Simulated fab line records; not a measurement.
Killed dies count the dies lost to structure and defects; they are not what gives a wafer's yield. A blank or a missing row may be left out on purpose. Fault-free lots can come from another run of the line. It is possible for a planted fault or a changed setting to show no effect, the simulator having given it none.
Chamber matching    flow gf180mcu    pecvd-01 running GF_V1_CVD_02: 3 sister chambers
The step deposits SiO2 from TEOS, target thk 850 nm, time 94.851 s. 6 wafers are shown with their chamber, then 9 later ones without.

== WAFERS PAIRED WITH THEIR CHAMBERS ==
wafer   chamber  heater-power-w (W)
L084.6  1        629
L087.1  0        728
L087.6  2        700
L090.1  1        556
L090.2  0        738
L090.3  2        687

== WAFERS MISSING THEIR CHAMBER ==
wafer   heater-power-w (W)
L091.2  604
L091.5  690
L091.6  575
L094.1  637
L094.2  694
L094.3  647
L096.2  689
L096.4  603
L096.5  652

== CHAMBER TAKEN BY EACH ==
wafer    from the rows above            in truth
L091.2   1                              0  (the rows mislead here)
L091.5   can't be placed: 2 or 0        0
L091.6   1                              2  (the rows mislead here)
L094.1   can't be placed: 1 or 2 or 0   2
L094.2   can't be placed: 2 or 0        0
L094.3   can't be placed: 2 or 1 or 0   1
L096.2   can't be placed: 2 or 0        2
L096.4   1                              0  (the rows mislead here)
L096.5   can't be placed: 2 or 1 or 0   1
Correct placement for 0 of the 9. These rows do not allow placing 6 (true chamber among the candidates in 6). 3 placed wrongly.
How it was worked out, from the rows above alone: a wafer's distance from a chamber is the root of the sum, over the readings, of the square of ((its reading less the chamber's mean) divided by the reading's scatter). The wafer belongs to the nearest chamber; if the next one is less than 2 further off, it can't be placed. For every chamber, the mean is computed from those of its wafers that are shown. The scatter: take each reading less its chamber's mean, square it, sum over the shown wafers, divide by the number of wafers less the number of chambers, and take the root.
